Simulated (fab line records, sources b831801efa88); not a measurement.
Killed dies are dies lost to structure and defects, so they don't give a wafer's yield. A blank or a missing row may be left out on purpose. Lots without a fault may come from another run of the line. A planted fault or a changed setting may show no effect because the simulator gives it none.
Which tool did it? | flow gf180mcu | 14 lots, 42 wafers sampled, at 2 steps of a route of 602

WHAT THE GAUGES READ, wafer by wafer
GF_CONTACT_OVL_MEAS_15. Usual: CONTACT_OVL 2 nm, standard deviation 5.3.
lot  | measured     | on         | CONTACT_OVL (nm) | flag
L718 | day 15 19:35 | overlay-02 | 5 5 10           |
L719 | day 15 22:42 | overlay-02 | -3 -9 -5         |
L720 | day 16 08:15 | overlay-02 | 3 6 3            |
L723 | day 17 21:35 | overlay-02 | -2 3 -1          |
L725 | day 18 21:57 | overlay-02 | 0 -5 -2          |
L728 | day 20 10:32 | overlay-02 | 7 -4 2           |
L730 | day 20 22:26 | overlay-02 | 8 3 7            |
L731 | day 21 08:07 | overlay-02 | 4 3 3            |
L735 | day 22 11:56 | overlay-02 | 6 2 3            |
L736 | day 22 13:46 | overlay-01 | 1 -2 8           |
L737 | day 23 10:27 | overlay-01 | 2 7 -2           |
L738 | day 23 05:32 | overlay-01 | -3 -5 -3         |
L739 | day 23 11:18 | overlay-02 | 5 3 7            |
L740 | day 23 19:19 | overlay-01 | -1 7 1           |

WHICH TOOL RAN EACH LOT (tool, then ch and the chambers of the sampled wafers, then the start)
lot  | GF_STI_ETCH_13
L718 | rie_diel-03 ch 0,2, day 2 01:43
L719 | rie_diel-04 ch 0,3, day 2 05:47
L720 | rie_diel-04 ch 1,2, day 2 11:09
L723 | rie_diel-04 ch 1,2,3, day 3 03:11
L725 | rie_diel-03 ch 2,3, day 3 14:49
L728 | rie_diel-03 ch 2,3, day 4 04:55
L730 | rie_diel-03 ch 1,2, day 4 15:00
L731 | rie_diel-04 ch 0,3, day 4 20:33
L735 | rie_diel-04 ch 1,3, day 5 16:56
L736 | rie_diel-01 ch 2,3, day 5 23:25
L737 | rie_diel-01 ch 2,3, day 6 03:09
L738 | rie_diel-01 ch 0,1,3, day 6 08:15
L739 | rie_diel-01 ch 0,1, day 6 14:06
L740 | rie_diel-04 ch 0,3, day 6 19:00
- GF_STI_ETCH_13: etches the open film in CHF3/O2, stops on Si, target depth 282.31 nm, time 112.9 s.

WHAT THE TOOLS THEMSELVES READ (means of the sampled wafers that have a number; where no wafer has one, the mark that the record gives instead)
GF_STI_ETCH_13. Usual: O2_flow_sccm 5.000 sccm, standard deviation 0.014; bias_w 200.0 W, standard deviation 0.6; drypump_motor_current_A 5.7 A, standard deviation 0.52; oes_product_au 0.833 a.u., standard deviation 0.0077; throttle_valve_pct 8.811 %, standard deviation 0.0092.
lot  | tool        | O2_flow_sccm (sccm) | bias_w (W) | drypump_motor_current_A (A) | oes_product_au (a.u.) | throttle_valve_pct (%) | flag
L718 | rie_diel-03 | 5.009               | 199.9      | 5.4                         | 0.836                 | 8.817                  |
L719 | rie_diel-04 | 5.006               | 199.6      | 5.2                         | 0.826                 | 8.816                  |
L720 | rie_diel-04 | 4.993               | 199.8      | 5.9                         | 0.821                 | 8.810                  |
L723 | rie_diel-04 | 4.997               | 199.6      | 5.6                         | 0.827                 | 8.808                  |
L725 | rie_diel-03 | 4.999               | 200.1      | 5.5                         | 0.831                 | 8.814                  |
L728 | rie_diel-03 | 4.995               | 190.9      | 5.7                         | 0.833                 | 8.802                  | OFF
L730 | rie_diel-03 | 4.999               | 183.4      | 5.5                         | 0.824                 | 8.819                  | OFF
L731 | rie_diel-04 | 5.000               | 199.4      | 5.6                         | 0.843                 | 8.823                  |
L735 | rie_diel-04 | 4.998               | 199.2      | 5.0                         | 0.842                 | 8.815                  |
L736 | rie_diel-01 | 5.002               | 199.9      | 6.0                         | 0.831                 | 8.803                  |
L737 | rie_diel-01 | 4.997               | 199.8      | 6.0                         | 0.842                 | 8.813                  |
L738 | rie_diel-01 | 5.000               | 199.9      | 5.6                         | 0.829                 | 8.802                  |
L739 | rie_diel-01 | 5.002               | 200.3      | 5.4                         | 0.837                 | 8.812                  |
L740 | rie_diel-04 | 5.004               | 199.7      | 5.7                         | 0.840                 | 8.812                  |

THE ANSWER, worked out from the rows above alone
Rule: a lot is off if the mean of its wafers that have a number lies more than 3 standard deviations from the usual mean. A lot without any number at a reading at which 4 lots or more have one is off too. The other lots that the step has rows for count as sound. The gauges are gone through in route order, then the tools' own readings, and for those a lot's mean is taken as printed above. The first step at which some lot is off is used, and at that step the reading that is off furthest; a lot without a number counts as furthest.
Off: L728, L730, at GF_STI_ETCH_13 (bias_w).
A tool fits if, at that step or a process step before it, it ran every lot that is off, and no sound lot after the first of them. One fits: rie_diel-03 at GF_STI_ETCH_13. Its last sound lot is L725 (day 3 14:49), its first lot that is off L728 (day 4 04:55): a fault that began between those two fits.
The tool's own readings at GF_STI_ETCH_13 bear it out: on the lots that are off they differ by more than 5 times the standard deviation of the sound lots' means. bias_w reads 187.2 W there against 199.8 W on the sound lots.

WHAT THE SIMULATOR HAD PUT IN
Process parameter drift: rie_diel-03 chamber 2, from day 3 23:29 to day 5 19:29, at GF_STI_ETCH_13. Setting bias_w, moved by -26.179, from 200. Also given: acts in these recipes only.
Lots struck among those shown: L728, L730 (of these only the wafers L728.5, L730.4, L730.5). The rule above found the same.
